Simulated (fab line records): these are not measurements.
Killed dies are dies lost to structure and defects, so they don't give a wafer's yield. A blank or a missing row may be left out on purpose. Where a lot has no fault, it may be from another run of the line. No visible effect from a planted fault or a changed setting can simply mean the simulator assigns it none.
fab line records + flow sky130
record:
- lots: 5
- wafers: 15
- lastDay: 50
route steps=708 shown SONOS_TUNNEL@158 SONOS_ONO@168 PAD_OPEN@708
lots that met no fault: from a run of the same line without faults
startH: the number of hours between the record's first day and the start of the first shown wafer of the lot + waitH: hours elapsed since this lot's preceding step + " unchanged from the row above + L1.1+2: one row covering several wafers at once + - no value, or no start given + * or withheld: withheld + < > ~ a bound
route shown NAME@n: a module of which the file shows steps, and the number in the route of the first + usual: the fault-free wafers' mean and standard deviation + same: alike in all rows + chamber/n: place in a boat + sites: per-site readings + _std_site: the values' standard deviation + _edge_site: outer sites' mean less inner sites' + radiusMm: how far each site lies from the wafer's centre + mask NAME#n: copy n + behind: tool/chamber where the wafer was last shaped + hold: cause of the lot's hold/its duration in hours/its outcome + device: transistor that didn't switch, given as n, p or np + end of line: the route-end tests of the same wafers + where a step has no rows: the recipe by itself + killed: dies lost to structure and defects at the first sort, not the wafer's yield + map: a wafer's dies, marking killed ones x, the rest . and places with no die _
set.NAME: setting as actually run; set.NAME@STEP: the setting as run at that earlier step + model.NAME: the simulator's own value behind a step, which no gauge read
certain route steps with their lots: each step a table, each wafer a row
services: the hour from which a tool's chamber was out of use, counted from the record's first day as startH (under 0 if before that day), plus the number of hours and why
== steps ==
step: SKY_SONOS_TUNNEL_EXPOSE_04
recipe:
- maskId: TUNM
- na: 0.6
- sourceShape: conventional
- sigmaOuter: 0.6
- polarization: unpolarized
- targetCdNm: 410
- doseMj: 136
step: SKY_SONOS_TUNNEL_PEB_05
recipe:
- tempC: withheld
- timeS: *
- resist: NOVOLAK
step: SKY_SONOS_TUNNEL_DEVELOP_06
recipe:
- resist: NOVOLAK
- developer: TMAH
- developTimeS: 60
- devTempC: 23.45
step: SKY_SONOS_TUNNEL_CD_MEAS_07
recipe:
- targetCdNm: 410
usual:
- cdNm: 410.6/2.6
| lot.wafer | tool     | chamber | startH | waitH | cdNm  |
|-----------|----------|---------|--------|-------|-------|
| L701.1    | cdSem-02 | -       | 266.83 | 0.1   | 411.2 |
| L701.2    | "        | -       | "      | "     | 410.1 |
| L701.5    | "        | -       | "      | "     | 412.1 |
| L704.2    | cdSem-01 | -       | 296.90 | 0.1   | 409.4 |
| L704.3    | "        | -       | "      | "     | 407.4 |
| L704.6    | "        | -       | "      | "     | 409.9 |
| L708.1    | cdSem-01 | -       | 328.78 | 0.1   | 409.5 |
| L708.2    | "        | -       | "      | "     | 410.0 |
| L708.6    | "        | -       | "      | "     | 410.7 |
| L718.3    | cdSem-02 | -       | 411.87 | 0.1   | 410.3 |
| L718.4    | "        | -       | "      | "     | 410.3 |
| L718.5    | "        | -       | "      | "     | 409.2 |
| L721.1    | cdSem-02 | -       | 431.48 | 0.1   | 416.0 |
| L721.5    | "        | -       | "      | "     | 415.0 |
| L721.6    | "        | -       | "      | "     | 415.4 |
step: SKY_SONOS_TUNNEL_OVL_MEAS_08
usual:
- SONOS_TUNNEL_OVL: 0.6/1.2
| lot.wafer | tool       | chamber | startH | waitH | SONOS_TUNNEL_OVL[nm] |
|-----------|------------|---------|--------|-------|----------------------|
| L701.1    | overlay-02 | -       | 266.95 | 0.1   | 3.1                  |
| L701.2    | "          | -       | "      | "     | -0.2                 |
| L701.5    | "          | -       | "      | "     | 0.4                  |
| L704.2    | overlay-02 | -       | 297.01 | 0.1   | 1.7                  |
| L704.3    | "          | -       | "      | "     | -0.2                 |
| L704.6    | "          | -       | "      | "     | 0.9                  |
| L708.1    | overlay-01 | -       | 328.90 | 0.1   | 0.2                  |
| L708.2    | "          | -       | "      | "     | 0.1                  |
| L708.6    | "          | -       | "      | "     | 0.1                  |
| L718.3    | overlay-02 | -       | 411.97 | 0.1   | 1.8                  |
| L718.4    | "          | -       | "      | "     | 0.9                  |
| L718.5    | "          | -       | "      | "     | 0.8                  |
| L721.1    | overlay-02 | -       | 431.60 | 0.1   | 2.7                  |
| L721.5    | "          | -       | "      | "     | 1.5                  |
| L721.6    | "          | -       | "      | "     | 0.0                  |
step: SKY_SONOS_TUNNEL_IMPLANT_09
recipe:
- species: B
- energyKev: 20
- doseCm2: 1e+12
- tiltDeg: withheld
step: SKY_SONOS_TUNNEL_WET_ETCH_10
recipe:
- chemistry: dHF
- targetDepthNm: 14
- target: SiO2
- dilution: 100:1
- tempC: 25
- timeS: 280
step: SKY_SONOS_TUNNEL_STRIP_11
recipe:
- chemistry: SPM
- timeS: 600
- tempC: 130
step: SKY_SONOS_TUNNEL_TW_MEAS_12
usual:
- SONOS_TUNNEL_TW: 197.6/2.4
| lot.wafer | tool         | chamber | startH | waitH | SONOS_TUNNEL_TW |
|-----------|--------------|---------|--------|-------|-----------------|
| L701.1    | filmMetro-01 | -       | 267.41 | 0.0   | 196.5           |
| L701.2    | "            | -       | "      | "     | 196.7           |
| L701.5    | "            | -       | "      | "     | 197.1           |
| L704.2    | filmMetro-01 | -       | 297.46 | 0.0   | 197.1           |
| L704.3    | "            | -       | "      | "     | 198.3           |
| L704.6    | "            | -       | "      | "     | 196.8           |
| L708.1    | filmMetro-04 | -       | 329.35 | 0.0   | 194.7           |
| L708.2    | "            | -       | "      | "     | 193.4           |
| L708.6    | "            | -       | "      | "     | 194.5           |
| L718.3    | filmMetro-03 | -       | 412.44 | 0.0   | 201.8           |
| L718.4    | "            | -       | "      | "     | 201.7           |
| L718.5    | "            | -       | "      | "     | 202.5           |
| L721.1    | filmMetro-01 | -       | 432.05 | 0.0   | 195.2           |
| L721.5    | "            | -       | "      | "     | 196.2           |
| L721.6    | "            | -       | "      | "     | 197.4           |
step: SKY_SONOS_TUNNEL_CLEAN_13
recipe:
- chemistry: dHF
- timeS: 20
- dilution: 100:1
- dry: ipaMarangoni
step: SKY_SONOS_ONO_OXIDATION_00
recipe:
- tempC: 800
- ambient: O2
- idleTempC: 700
- rampUpCPerMin: 10
- rampDownCPerMin: 3
- stabiliseS: 600
- purgeS: 300
- targetThkA: 26
- oxTimeS: 1249
step: SKY_SONOS_ONO_THK_MEAS_01
recipe:
- reads: SiO2_of_SONOS_ONO_OXIDATION_00
usual:
- SONOS_ONO_OXIDATION_THK: 2.59/0.056
| lot.wafer | tool         | chamber | startH | waitH | SONOS_ONO_OXIDATION_THK[nm] |
|-----------|--------------|---------|--------|-------|-----------------------------|
| L701.1    | filmMetro-03 | -       | 273.80 | 0.0   | 2.71                        |
| L701.2    | "            | -       | "      | "     | 2.59                        |
| L701.5    | "            | -       | "      | "     | 2.65                        |
| L704.2    | filmMetro-01 | -       | 298.88 | 0.0   | 2.56                        |
| L704.3    | "            | -       | "      | "     | 2.63                        |
| L704.6    | "            | -       | "      | "     | 2.54                        |
| L708.1    | filmMetro-03 | -       | 330.77 | 0.0   | 2.47                        |
| L708.2    | "            | -       | "      | "     | 2.51                        |
| L708.6    | "            | -       | "      | "     | 2.54                        |
| L718.3    | filmMetro-02 | -       | 413.86 | 0.0   | 2.59                        |
| L718.4    | "            | -       | "      | "     | 2.57                        |
| L718.5    | "            | -       | "      | "     | 2.54                        |
| L721.1    | filmMetro-02 | -       | 434.66 | 0.0   | 2.59                        |
| L721.5    | "            | -       | "      | "     | 2.62                        |
| L721.6    | "            | -       | "      | "     | 2.52                        |
step: SKY_SONOS_ONO_CVD_02
recipe:
- material: Si3N4
- precursor: DCS/NH3
- targetThkNm: 10.5
- tempC: 770
- timeS: 180
- pressureMtorr: 250
usual:
- spikeTcLowerC: 769.2/1
| lot.wafer | tool     | chamber | startH | waitH | spikeTcLowerC | model.Si3N4_of_SONOS_ONO_CVD_02.thkNm |
|-----------|----------|---------|--------|-------|---------------|---------------------------------------|
| L701.1    | lpcvd-02 | 0       | 275.80 | 2.0   | 770.6         | 10.4                                  |
| L701.2    | "        | 0       | "      | "     | 769.6         | 10.47                                 |
| L701.5    | "        | 0       | "      | "     | 768.7         | 10.47                                 |
| L704.2    | lpcvd-02 | 1       | 299.37 | 0.5   | 768.2         | 10.29                                 |
| L704.3    | "        | 1       | "      | "     | 770.6         | 10.15                                 |
| L704.6    | "        | 1       | "      | "     | 768.8         | 10.26                                 |
| L708.1    | lpcvd-02 | 1       | 331.95 | 1.2   | 768.1         | 9.708                                 |
| L708.2    | "        | 1       | "      | "     | 767.9         | 9.734                                 |
| L708.6    | "        | 1       | "      | "     | 769.1         | 9.8                                   |
| L718.3    | lpcvd-02 | 0       | 414.68 | 0.8   | 768.7         | 10.54                                 |
| L718.4    | "        | 0       | "      | "     | 769.6         | 10.63                                 |
| L718.5    | "        | 0       | "      | "     | 770.2         | 10.49                                 |
| L721.1    | lpcvd-02 | 1       | 434.72 | 0.1   | 768.7         | 10.7                                  |
| L721.5    | "        | 1       | "      | "     | 769.1         | 10.77                                 |
| L721.6    | "        | 1       | "      | "     | 769.3         | 10.83                                 |
step: SKY_SONOS_ONO_THK_MEAS_03
recipe:
- reads: Si3N4_of_SONOS_ONO_CVD_02
usual:
- SONOS_ONO_CVD_02_THK: 10.56/0.14
| lot.wafer | tool         | chamber | startH | waitH | SONOS_ONO_CVD_02_THK[nm] |
|-----------|--------------|---------|--------|-------|--------------------------|
| L701.1    | filmMetro-03 | -       | 276.85 | 0.0   | 10.38                    |
| L701.2    | "            | -       | "      | "     | 10.46                    |
| L701.5    | "            | -       | "      | "     | 10.51                    |
| L704.2    | filmMetro-02 | -       | 300.43 | 0.0   | 10.28                    |
| L704.3    | "            | -       | "      | "     | 10.13                    |
| L704.6    | "            | -       | "      | "     | 10.26                    |
| L708.1    | filmMetro-03 | -       | 333.52 | 0.0   | 9.70                     |
| L708.2    | "            | -       | "      | "     | 9.70                     |
| L708.6    | "            | -       | "      | "     | 9.71                     |
| L718.3    | filmMetro-02 | -       | 415.75 | 0.0   | 10.57                    |
| L718.4    | "            | -       | "      | "     | 10.61                    |
| L718.5    | "            | -       | "      | "     | 10.46                    |
| L721.1    | filmMetro-01 | -       | 435.77 | 0.0   | 10.75                    |
| L721.5    | "            | -       | "      | "     | 10.74                    |
| L721.6    | "            | -       | "      | "     | 10.81                    |
step: SKY_SONOS_ONO_CVD_04
recipe:
- material: SiO2
- precursor: SiH4/N2O
- targetThkNm: 5.7199
- tempC: 900
- pressureMtorr: 400
step: SKY_PAD_OPEN_PROBE_99
| lot.wafer | tool      | chamber | startH  | waitH | model.etest.capOno.gateLog10ACm2 | model.etest.capOno.gateBvV | model.etest.capOno.toxAccNm | model.etest.sonosProgrammed.vtV | model.etest.sonosErased.vtV | model.etest.sonosBaked.vtLessV | model.etest.sonosBaked.vtV |
|-----------|-----------|---------|---------|-------|----------------------------------|----------------------------|-----------------------------|---------------------------------|-----------------------------|--------------------------------|----------------------------|
| L701.1    | prober-02 | -       | 1091.66 | 0.1   | -8.109                           | 16.37                      | 13.04                       | 1.412                           | -2.206                      | -0.4686                        | 0.9437                     |
| L701.2    | prober-02 | -       | 1091.71 | 0.1   | -8.044                           | 15.98                      | 12.92                       | 1.44                            | -2.272                      | -0.4933                        | 0.9462                     |
| L701.5    | prober-02 | -       | 1091.86 | 0.2   | -8.113                           | 16.29                      | 13.07                       | 1.391                           | -2.199                      | -0.5013                        | 0.8902                     |
| L704.2    | prober-01 | -       | 1110.55 | 0.1   | -7.799                           | 16.32                      | 12.77                       | 1.506                           | -2.373                      | -0.5161                        | 0.9895                     |
| L704.3    | prober-01 | -       | 1110.60 | 0.2   | -7.802                           | 16.18                      | 12.82                       | 1.505                           | -2.338                      | -0.5367                        | 0.9681                     |
| L704.6    | prober-01 | -       | 1110.75 | 0.2   | -7.739                           | 16.61                      | 12.74                       | 1.489                           | -2.33                       | -0.5324                        | 0.9563                     |
| L708.1    | prober-02 | -       | 1138.44 | 0.1   | -7.195                           | 15.49                      | 12.31                       | 1.738                           | -2.49                       | -0.6942                        | 1.044                      |
| L708.2    | prober-02 | -       | 1138.49 | 0.1   | -7.103                           | 15.79                      | 12.25                       | 1.727                           | -2.5                        | -0.6275                        | 1.099                      |
| L718.3    | prober-01 | -       | 1181.90 | 0.2   | -7.862                           | 16.26                      | 12.86                       | 1.463                           | -2.323                      | -0.4981                        | 0.9647                     |
| L718.4    | prober-01 | -       | 1181.95 | 0.2   | -8.035                           | 16.72                      | 13.04                       | 1.399                           | -2.213                      | -0.4587                        | 0.9401                     |
| L718.5    | prober-01 | -       | 1182.00 | 0.2   | -7.973                           | 16.08                      | 12.85                       | 1.496                           | -2.309                      | -0.5567                        | 0.9395                     |
| L721.1    | prober-02 | -       | 1195.61 | 0.1   | -7.933                           | 16.37                      | 12.86                       | 1.461                           | -2.307                      | -0.5498                        | 0.9116                     |
| L721.5    | prober-02 | -       | 1195.81 | 0.2   | -8.011                           | 16.52                      | 13.01                       | 1.402                           | -2.234                      | -0.4552                        | 0.9471                     |
| L721.6    | prober-02 | -       | 1195.86 | 0.2   | -8.09                            | 16.96                      | 13.04                       | 1.318                           | -2.287                      | -0.462                         | 0.8558                     |
killed by level:class
L701.1 VIA1:geometricParticle:open=10 CONTACT:geometricParticle:open=8 LI_CONTACT:geometricParticle:open=7 POLY_GATE:geometricParticle:open=5 LOCAL_INTERCONNECT:geometricParticle:short=5 METAL1:geometricParticle:short=5 VIA1:geometricParticle:short=5 FIELD_ISO:geometricParticle:open=4
L701.2 VIA1:geometricParticle:open=11 CONTACT:geometricParticle:open=9 VIA3:geometricParticle:open=9 LOCAL_INTERCONNECT:geometricParticle:short=8 LI_CONTACT:geometricParticle:open=8 VIA2:geometricParticle:open=6 CONTACT:geometricParticle:short=6 FIELD_ISO:geometricParticle:open=4
L701.5 VIA3:geometricParticle:open=11 FIELD_ISO:geometricParticle:short=8 VIA1:geometricParticle:open=7 FIELD_ISO:geometricParticle:open=6 CONTACT:geometricParticle:open=6 LI_CONTACT:geometricParticle:open=5 VIA2:geometricParticle:open=5 VIA3:geometricParticle:short=5
L704.2 CONTACT:geometricParticle:open=10 VIA1:geometricParticle:open=10 LI_CONTACT:geometricParticle:open=8 VIA2:geometricParticle:open=8 VIA3:geometricParticle:open=8 CONTACT:geometricParticle:short=6 POLY_GATE:geometricParticle:short=5 METAL1:geometricParticle:short=5
L704.3 LI_CONTACT:geometricParticle:open=10 VIA2:geometricParticle:open=10 METAL1:geometricParticle:short=7 POLY_GATE:geometricParticle:open=6 CONTACT:geometricParticle:open=6 POLY_GATE:geometricParticle:short=5 VIA1:geometricParticle:short=5 LOCAL_INTERCONNECT:geometricParticle:short=4
L704.6 VIA2:geometricParticle:open=12 CONTACT:geometricParticle:open=10 LI_CONTACT:geometricParticle:open=9 VIA1:geometricParticle:open=7 FIELD_ISO:geometricParticle:short=5 VIA2:geometricParticle:short=5 POLY_GATE:geometricParticle:short=4 METAL2:geometricParticle:short=4
L718.3 VIA1:geometricParticle:open=10 CONTACT:geometricParticle:open=9 LI_CONTACT:geometricParticle:open=8 VIA3:geometricParticle:open=8 POLY_GATE:geometricParticle:open=6 LOCAL_INTERCONNECT:geometricParticle:short=6 CONTACT:geometricParticle:short=6 FIELD_ISO:geometricParticle:open=5
L718.4 VIA1:geometricParticle:open=12 FIELD_ISO:geometricParticle:open=6 VIA2:geometricParticle:open=6 VIA3:geometricParticle:open=6 FIELD_ISO:geometricParticle:short=5 LOCAL_INTERCONNECT:geometricParticle:short=4 LI_CONTACT:geometricParticle:open=4 LI_CONTACT:geometricParticle:short=4
L718.5 VIA1:geometricParticle:open=11 VIA2:geometricParticle:open=9 CONTACT:geometricParticle:short=8 LI_CONTACT:geometricParticle:open=6 LOCAL_INTERCONNECT:geometricParticle:short=6 VIA3:geometricParticle:open=6 VIA2:geometricParticle:short=6 LI_CONTACT:geometricParticle:short=4
L721.1 VIA1:geometricParticle:open=13 CONTACT:geometricParticle:short=10 CONTACT:geometricParticle:open=8 VIA3:geometricParticle:open=6 FIELD_ISO:geometricParticle:short=5 METAL2:geometricParticle:short=5 LI_CONTACT:geometricParticle:open=5 VIA1:geometricParticle:short=5
L721.5 VIA3:geometricParticle:open=12 CONTACT:geometricParticle:open=10 VIA1:geometricParticle:open=7 LI_CONTACT:geometricParticle:short=6 METAL1:geometricParticle:short=6 FIELD_ISO:geometricParticle:open=5 VIA2:geometricParticle:open=5 LI_CONTACT:geometricParticle:open=5
L721.6 VIA3:geometricParticle:open=8 VIA1:geometricParticle:short=8 VIA2:geometricParticle:open=7 CONTACT:geometricParticle:open=7 CONTACT:geometricParticle:short=7 METAL1:geometricParticle:short=6 METAL2:geometricParticle:short=5 VIA2:geometricParticle:short=5
== services ==
| tool     | chamber | startH | hours | kind   |
|----------|---------|--------|-------|--------|
| lpcvd-02 | -       | 256.53 | 0.8   | pm     |
| lpcvd-02 | -       | 304.59 | 2.5   | repair |
== key ==
firstSign:
- step: SKY_SONOS_ONO_THK_MEAS_03
- reading: SONOS_ONO_CVD_02_THK
- direction: down
- sigmas: 6.2
- usual: 10.56
- struck: 9.70
effect none on later readings
modelEffect:
- step: SKY_SONOS_ONO_CVD_02
- value: Si3N4_of_SONOS_ONO_CVD_02.thkNm
- without: 10.75
- struck: 9.747
modelEffect:
- step: SKY_PAD_OPEN_PROBE_99
- value: etest.capOno.gateLog10ACm2
- without: -7.81
- struck: -7.149
metAt SKY_SONOS_ONO_CVD_02
struckWafers L708.1,L708.2,L708.6
sortLeftOut L708.1,L708.2,L708.6
testerLeftOut L708
onsetBetween 299.37 331.95
fault:
- kind: processParameterDrift
- tool: lpcvd-02
- chamber: 1
- onsetH: 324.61
- steps: SKY_SONOS_ONO_CVD_02
- channel: timeS
- offset: *
- shape: step
- endH: 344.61
- actsIn: *
- stated: *
testerLeftOut: of these lots the tester's yield and bins aren't shown, on N5 and GAA mostly nor the transistor test; their killed dies are dies lost to structure and defects alone, not to doping, threshold or leakage, so they don't give the yield
sortLeftOut: the simulated sort isn't trusted on such a fault, so these wafers' sort isn't shown, and their yield isn't known
